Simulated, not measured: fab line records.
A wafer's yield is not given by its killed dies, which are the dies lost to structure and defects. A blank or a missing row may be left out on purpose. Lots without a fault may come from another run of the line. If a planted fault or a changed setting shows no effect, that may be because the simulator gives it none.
Which of the tools did it? + flow sfq_line + 14 lots (42 wafers sampled), 1 step of a 325-step route

WHAT THE GAUGES SHOWED, per wafer
The record holds no reading of a measuring or inspecting step that can be judged against a usual standard deviation.

EACH LOT AND THE TOOL THAT RAN IT (in order: tool; ch and the chambers of the sampled wafers; start)
| lot  | SFQ_TRILAYER_M3_LITHO_PEB_078     |
|------|-----------------------------------|
| L416 | litho_track-01 ch 0, day 34 19:23 |
| L417 | litho_track-01 ch 0, day 35 09:46 |
| L419 | litho_track-04 ch 0, day 40 23:22 |
| L420 | litho_track-02 ch 0, day 41 11:25 |
| L421 | litho_track-04 ch 0, day 41 19:50 |
| L423 | litho_track-04 ch 0, day 41 22:14 |
| L424 | litho_track-04 ch 0, day 43 18:05 |
| L425 | litho_track-04 ch 0, day 44 11:44 |
| L431 | litho_track-01 ch 0, day 50 06:31 |
| L432 | litho_track-04 ch 0, day 50 10:09 |
| L435 | litho_track-04 ch 0, day 50 16:58 |
| L436 | litho_track-02 ch 0, day 50 18:07 |
| L438 | litho_track-04 ch 0, day 50 21:42 |
| L439 | litho_track-02 ch 0, day 50 22:54 |
- SFQ_TRILAYER_M3_LITHO_PEB_078: peb time 60 s.

WHAT THE TOOLS THEMSELVES READ (means of the sampled wafers that have a number; where no wafer has one, the mark that the record gives instead)
SFQ_TRILAYER_M3_LITHO_PEB_078. Usual: heater_power_total_W 79.15 W, standard deviation 0.07.
| lot  | tool           | heater_power_total_W (W) | flag |
|------|----------------|--------------------------|------|
| L416 | litho_track-01 | 79.18                    |      |
| L417 | litho_track-01 | 79.16                    |      |
| L419 | litho_track-04 | 79.18                    |      |
| L420 | litho_track-02 | 79.13                    |      |
| L421 | litho_track-04 | 79.20                    |      |
| L423 | litho_track-04 | 79.21                    |      |
| L424 | litho_track-04 | 83.50                    | OFF  |
| L425 | litho_track-04 | 83.51                    | OFF  |
| L431 | litho_track-01 | 79.12                    |      |
| L432 | litho_track-04 | 79.10                    |      |
| L435 | litho_track-04 | 79.18                    |      |
| L436 | litho_track-02 | 79.14                    |      |
| L438 | litho_track-04 | 79.13                    |      |
| L439 | litho_track-02 | 79.17                    |      |

THE ANSWER, worked out from the rows above alone
Rule: a lot is off if the mean of its wafers that have a number lies more than 3 standard deviations from the usual mean. A lot without any number at a reading at which 4 lots or more have one is off too. The other lots that the step has rows for count as sound. After the gauges, taken in route order, come the tools' own readings; for these a lot's mean is taken, as printed above. At the first step where some lot is off, the reading lying furthest off is the one used; lots without a number count as furthest.
Off: L424, L425, at SFQ_TRILAYER_M3_LITHO_PEB_078 (heater_power_total_W).
A tool fits if, at that step or a process step before it, it ran every lot that is off, and no sound lot after the first of them. None of those tried fits.

WHAT THE SIMULATOR HAD PUT IN
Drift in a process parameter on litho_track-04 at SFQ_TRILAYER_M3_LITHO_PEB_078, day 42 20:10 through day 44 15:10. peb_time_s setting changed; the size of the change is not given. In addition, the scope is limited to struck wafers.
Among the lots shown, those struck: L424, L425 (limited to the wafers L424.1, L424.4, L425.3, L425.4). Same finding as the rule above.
